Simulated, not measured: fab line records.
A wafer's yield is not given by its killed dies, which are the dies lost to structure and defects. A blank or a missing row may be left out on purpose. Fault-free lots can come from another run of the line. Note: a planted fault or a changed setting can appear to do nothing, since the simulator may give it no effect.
Problem report, 8D (eight disciplines) form, completed by code ; flow gf180mcu ; the parts of the form that need people (team, actions taken, sign-off) are left out

## 1. THE PROBLEM
On 2 wafers of 1 lot, cd nm at GF_M4_CD_MEAS_14 has a mean of 252.5 nm; fault-free wafers read 280.2 nm, standard deviation 1.4. Measured from the usual mean, that is -20 standard deviations.
The step: target cd 280 nm.
Earliest sighting: wafer L832.1 on cd sem-02 at day 26 00:43. Wafers with a number at this step in the record: 36, from 12 lots. The rule behind "out" and "out of limits": a value lying over 4 standard deviations away from the usual mean. Any other wafer with a number is counted as sound.

## 2. WHAT IT IS, AND WHAT IT ISN'T
question;is;is not
which readings at this step;cd nm;-
which lots;L832;L825, L827, L828, L829, L830, L841, L842, L844, L846, L847, L848
which wafers of those lots;L832.1, L832.6;L832.2
read on which gauges;cd sem-02;cd sem-01
when;from day 26 00:43;"up to then (16 sound wafers); but 18 sound wafers of L841, L842, L844, L846, L847, L848 came after"

## 3. THE SUSPECTS, EACH WITH WHAT RULES IT OUT
Counting: a tool at a process step up to the reading stays a suspect if it ran every lot that is out. Sound lots after the first of them don't rule it out here, since some wafers of a struck lot are sound.
- the gauge at GF_M4_CD_MEAS_14: kept. All the wafers that are out were read on cd sem-02, and no step on other tools shows them out.
- cmp-02 at GF_V3_CMP_04 (polishes SiO2): kept. L832, the lot that is out, went through it at day 24 04:20; up to then, the latest sound lot through it was L828 at day 22 18:46.
- rie diel-03 at GF_V3_ETCH_17 (etches SiO2 in C4F8/O2/Ar, stops on TiN, target depth 635 nm): kept. L832, the lot that is out, went through it at day 25 14:49; up to then, the latest sound lot through it was L829 at day 24 17:47. Because GF_V3_ETCH_17 lacks a start for some lots, the hours and order of its lots are taken from GF_M4_EXPOSE_11.
- krf scanner-02 at GF_M4_EXPOSE_11 (exposes mask Metal4, target cd 280 nm): kept. L832, the lot that is out, went through it at day 25 14:49; up to then, the latest sound lot through it was L830 at day 25 00:36.
- Within cmp-02 at GF_V3_CMP_04: the wafers that are out ran in chamber 3; their sound lot-mates ran in chamber 0.
- Within rie diel-03 at GF_V3_ETCH_17: the wafers that are out ran in chambers 0, 1; their sound lot-mates ran in chamber 2.
Left after counting: cmp-02 at GF_V3_CMP_04, rie diel-03 at GF_V3_ETCH_17, krf scanner-02 at GF_M4_EXPOSE_11, cd sem-02 at GF_M4_CD_MEAS_14.

## 4. THE CAUSE (what the simulator had put in)
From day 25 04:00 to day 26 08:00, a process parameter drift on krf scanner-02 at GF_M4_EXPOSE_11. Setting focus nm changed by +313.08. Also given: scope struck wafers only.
Counting left 4 suspects, and this tool is among them.

## 5. THE EFFECT CHAIN, in route order
Rows list readings where the struck wafers' mean (over those with a number) sits beyond 3 standard deviations from the usual. Only readings for which the record gives a usual standard deviation are gone through. hours: the time from each lot's start at the first step in this table that gives one to its start at this step, as a median over the lots. sigmas: the change in usual standard deviations.
hours;step;reading;usual;on struck wafers;change;sigmas
0;GF_M4_CD_MEAS_14;cd nm;280.2 nm;252.5;-27.7;-20

## 6. WHAT WOULD HAVE CAUGHT IT SOONER
21 hours passed between the start of the fault at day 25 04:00 and the first reading out of limits at a measuring or inspecting step in this record, taken at day 26 00:43.
Tool readings at GF_M4_EXPOSE_11 with a usual standard deviation given in the record: none out on any struck wafer, hence no alarm at a limit of 4 standard deviations on them.
By day 26 00:43, every lot that is out (1) had started GF_M4_EXPOSE_11 on krf scanner-02. A hold on the tool at that time would have spared none of them.
